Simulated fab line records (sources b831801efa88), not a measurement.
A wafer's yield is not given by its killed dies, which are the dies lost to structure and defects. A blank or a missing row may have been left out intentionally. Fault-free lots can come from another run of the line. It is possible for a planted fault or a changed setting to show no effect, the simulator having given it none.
Chamber matching / flow gf180mcu / GF_STI_CMP_25 on cmp-01: 3 sister chambers
The step polishes, stops on Si3N4, t overpolish 33 s, target thk 524.6 nm. 16 wafers are shown with their chamber, then 4 later ones without.

EACH WAFER AND ITS CHAMBER
wafer=L838.1; chamber=0; motor_current_A (A)=12.0; time_to_endpoint_s (s)=126
wafer=L838.3; chamber=2; motor_current_A (A)=11.6; time_to_endpoint_s (s)=123
wafer=L838.4; chamber=1; motor_current_A (A)=11.2; time_to_endpoint_s (s)=125
wafer=L841.1; chamber=0; motor_current_A (A)=12.8; time_to_endpoint_s (s)=119
wafer=L841.3; chamber=2; motor_current_A (A)=11.4; time_to_endpoint_s (s)=122
wafer=L841.4; chamber=1; motor_current_A (A)=10.9; time_to_endpoint_s (s)=116
wafer=L845.1; chamber=1; motor_current_A (A)=11.2; time_to_endpoint_s (s)=117
wafer=L845.2; chamber=0; motor_current_A (A)=12.0; time_to_endpoint_s (s)=117
wafer=L845.6; chamber=0; motor_current_A (A)=12.2; time_to_endpoint_s (s)=119
wafer=L847.1; chamber=2; motor_current_A (A)=11.3; time_to_endpoint_s (s)=115
wafer=L847.3; chamber=1; motor_current_A (A)=11.3; time_to_endpoint_s (s)=122
wafer=L847.6; chamber=1; motor_current_A (A)=11.1; time_to_endpoint_s (s)=119
wafer=L852.4; chamber=2; motor_current_A (A)=12.3; time_to_endpoint_s (s)=116
wafer=L852.5; chamber=1; motor_current_A (A)=11.7; time_to_endpoint_s (s)=116
wafer=L853.2; chamber=1; motor_current_A (A)=10.8; time_to_endpoint_s (s)=118
wafer=L853.6; chamber=0; motor_current_A (A)=12.2; time_to_endpoint_s (s)=117

SIGNATURES (averages over the wafers above)
reading=motor_current_A; chamber 0=12.240; chamber 1=11.171; chamber 2=11.650; scatter within a chamber=0.346
reading=time_to_endpoint_s; chamber 0=119.60; chamber 1=119.00; chamber 2=119.00; scatter within a chamber=3.65
Rule: a wafer lies at a distance from a chamber equal to the root of the sum of squares, over the readings, of (its reading less the chamber's mean, divided by the reading's scatter). If the next closest chamber is less than 2 further off than the closest, the wafer can't be placed; otherwise it belongs to the closest. The scatter is the square root of a quotient: the sum, over the shown wafers, of each reading's squared deviation from its chamber's mean, divided by wafers minus chambers.

WAFERS WITH NO CHAMBER GIVEN
wafer=L855.6; motor_current_A (A)=11.3; time_to_endpoint_s (s)=121
wafer=L856.4; motor_current_A (A)=11.6; time_to_endpoint_s (s)=120
wafer=L859.1; motor_current_A (A)=11.9; time_to_endpoint_s (s)=117
wafer=L859.2; motor_current_A (A)=10.7; time_to_endpoint_s (s)=123

WHICH CHAMBER EACH WENT THROUGH
wafer=L855.6; from the rows above=can't be placed: 1 or 2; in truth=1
wafer=L856.4; from the rows above=can't be placed: 2 or 1 or 0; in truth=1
wafer=L859.1; from the rows above=can't be placed: 2 or 0 or 1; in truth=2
wafer=L859.2; from the rows above=can't be placed: 1 or 2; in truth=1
Placed correctly: 0 of 4. From these rows, 4 cannot be placed; in 4 the true chamber is one of the candidates. Placed wrongly: 0.
